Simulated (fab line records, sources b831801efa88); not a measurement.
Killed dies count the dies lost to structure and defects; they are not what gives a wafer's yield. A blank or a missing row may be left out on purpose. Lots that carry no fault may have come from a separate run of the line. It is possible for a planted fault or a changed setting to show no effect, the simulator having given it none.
Which tool is to blame?	flow gf180mcu	42 wafers from 14 lots sampled at 5 of the route's 602 steps

## WHAT EACH GAUGE READ, for each wafer
GF_STI_THK_MEAS_02.
lot	measured	on	STI_OXIDATION_THK (nm)
L564	day 1 14:51	filmMetro-01	10.37 10.42 10.39
L567	day 2 03:04	filmMetro-03	10.76 10.72 10.70
L568	day 2 07:31	filmMetro-03	10.16 10.24 10.09
L569	day 2 12:49	filmMetro-04	10.06 10.20 10.01
L571	day 2 22:59	filmMetro-01	10.40 10.27 10.26
L572	day 3 06:07	filmMetro-04	10.15 9.85 9.85
L573	day 3 09:02	filmMetro-04	10.10 9.99 10.11
L574	day 3 13:31	filmMetro-04	9.89 9.97 9.97
L575	day 3 18:31	filmMetro-01	9.73 9.97 9.75
L576	day 4 00:41	filmMetro-01	10.33 10.17 10.06
L577	day 4 05:53	filmMetro-03	10.47 10.35 10.43
L582	day 5 08:43	filmMetro-04	9.88 10.13 10.12
L584	day 5 15:31	filmMetro-04	10.35 10.33 10.17
L587	day 6 06:31	filmMetro-01	10.17 10.10 10.27

GF_STI_THK_MEAS_30.
lot	measured	on	STI_OXIDATION_02_THK (nm)
L564	day 2 08:32	filmMetro-01	10.31 10.26 10.22
L567	day 2 21:35	filmMetro-04	10.18 10.18 10.16
L568	day 3 01:54	filmMetro-04	10.11 10.20 10.24
L569	day 3 10:26	filmMetro-04	10.14 10.04 10.26
L571	day 3 18:07	filmMetro-04	10.04 9.93 10.10
L572	day 4 02:07	filmMetro-03	9.91 10.00 9.99
L573	day 4 07:17	filmMetro-01	9.90 9.75 9.96
L574	day 4 12:38	filmMetro-03	9.95 9.99 9.98
L575	day 4 20:51	filmMetro-04	9.82 9.85 9.79
L576	day 5 06:23	filmMetro-03	10.26 10.25 10.26
L577	day 5 06:24	filmMetro-01	10.01 10.00 10.00
L582	day 6 06:00	filmMetro-04	9.81 9.80 9.74
L584	day 6 14:31	filmMetro-03	10.23 10.03 10.44
L587	day 7 04:21	filmMetro-04	9.68 9.90 9.83

GF_POLY_GATE_OVL_MEAS_11.
lot	measured	on	POLY_GATE_OVL (nm)
L564	day 9 04:06	overlay-01	-1 1 -2
L567	day 10 01:01	overlay-01	-1 -4 7
L568	day 10 02:10	overlay-02	4 6 3
L569	day 10 13:30	overlay-01	-5 -9 -5
L571	day 11 03:43	overlay-02	5 4 5
L572	day 11 14:45	overlay-02	0 -5 -2
L573	day 11 20:10	overlay-01	8 11 2
L574	day 12 02:53	overlay-02	0 7 -4
L575	day 12 16:23	overlay-01	-1 -1 1
L576	day 13 06:23	overlay-01	-7 -7 -2
L577	day 13 07:44	overlay-02	4 -1 1
L582	day 14 15:41	overlay-02	-3 -4 4
L584	day 15 03:17	overlay-02	-5 0 -3
L587	day 15 23:31	overlay-01	-1 1 -8

GF_SAB_THK_MEAS_01.
lot	measured	on	SAB_CVD_00_THK (nm)
L564	day 14 05:59	filmMetro-03	50.5 51.2 50.5
L567	day 15 06:49	filmMetro-03	50.0 50.6 50.3
L568	day 15 07:44	filmMetro-04	49.9 49.7 50.2
L569	day 15 20:58	filmMetro-03	49.7 50.7 51.0
L571	day 16 12:44	filmMetro-04	49.5 50.1 49.7
L572	day 17 03:07	filmMetro-03	48.6 50.3 49.9
L573	day 17 10:37	filmMetro-04	50.1 50.7 51.1
L574	day 17 17:37	filmMetro-04	49.2 49.1 49.9
L575	day 18 09:52	filmMetro-01	50.6 50.3 50.5
L576	day 19 01:32	filmMetro-03	49.4 50.4 50.0
L577	day 19 07:20	filmMetro-03	49.2 50.4 50.1
L582	day 20 15:27	filmMetro-01	50.1 40.0 50.9
L584	day 21 04:21	filmMetro-04	49.8 40.3 49.9
L587	day 22 01:05	filmMetro-01	49.4 49.1 49.9

## TOOL THAT RAN EACH LOT (tool first, then ch and the chambers of the sampled wafers, then the start)
lot	GF_SAB_CVD_00
L564	pecvd-01 ch 1,2, day 14 05:58
L567	pecvd-01 ch 0,1,2, day 15 06:47
L568	pecvd-03 ch 1,2, day 15 07:43
L569	pecvd-03 ch 1,2, day 15 20:56
L571	pecvd-04 ch 0,1,2, day 16 12:43
L572	pecvd-04 ch 0,1,2, day 17 03:05
L573	pecvd-03 ch 0,1,2, day 17 10:35
L574	pecvd-04 ch 0,1, day 17 17:35
L575	pecvd-03 ch 0,1, day 18 09:51
L576	pecvd-03 ch 0,2, day 19 01:31
L577	pecvd-03 ch 0,2, day 19 07:19
L582	pecvd-01 ch 0,1,2, day 20 15:26
L584	pecvd-01 ch 0,1,2, day 21 04:20
L587	pecvd-03 ch 1,2, day 22 01:03
- GF_SAB_CVD_00: deposits SiO2 from TEOS, target thk 50 nm, time 4.9302 s.

## AS READ BY THE TOOLS THEMSELVES (means over the sampled wafers that have a number; for cases with no such wafer, the mark the record gives instead)
GF_SAB_CVD_00.
lot	tool	heaterPowerOuterW (W)	heaterPowerW (W)
L564	pecvd-01	310	505
L567	pecvd-01	356	581
L568	pecvd-03	224	463
L569	pecvd-03	314	557
L571	pecvd-04	427	667
L572	pecvd-04	426	658
L573	pecvd-03	345	606
L574	pecvd-04	414	644
L575	pecvd-03	322	617
L576	pecvd-03	390	666
L577	pecvd-03	343	595
L582	pecvd-01	342	556
L584	pecvd-01	342	564
L587	pecvd-03	292	537

## THE ANSWER, worked out from the rows above alone
Rule: what is usual is taken from the lots themselves. Put in order of their means at a reading, lots are off if they are a third of the lots or fewer, leave a main group of 4 or more, and stand apart from it by a gap of 3 or more times the standard deviation of the main group's means; of several such gaps the widest counts. A main group whose means are all the same, to the digits that the tables above print for the reading, isn't used. Also off: a lot with no number at a reading for which 4 or more lots have one. All remaining lots with rows at the step are treated as sound. The gauges are gone through in route order, then the tools' own readings, and for those a lot's mean is taken as printed above. The first step at which some lot is off is used, and at that step the reading that is off furthest; a lot without a number counts as furthest.
Off: L582, L584, seen at GF_SAB_THK_MEAS_01 (SAB_CVD_00_THK). Mean 50.0 nm and standard deviation 0.44 in the main group.
If a tool, at a process step before that reading, ran all the lots that are off and no sound lot after the first of them, it fits. The gauges at GF_SAB_THK_MEAS_01 are tried like those tools. One fits: pecvd-01 at GF_SAB_CVD_00. A fault onset in the window from L567 (day 15 06:47, its last sound lot) to L582 (day 20 15:26, its first lot off) fits.

## WHAT WAS PUT IN BY THE SIMULATOR
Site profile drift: pecvd-01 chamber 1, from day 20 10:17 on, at GF_SAB_CVD_00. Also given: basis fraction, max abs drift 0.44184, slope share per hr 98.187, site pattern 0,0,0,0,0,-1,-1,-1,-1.
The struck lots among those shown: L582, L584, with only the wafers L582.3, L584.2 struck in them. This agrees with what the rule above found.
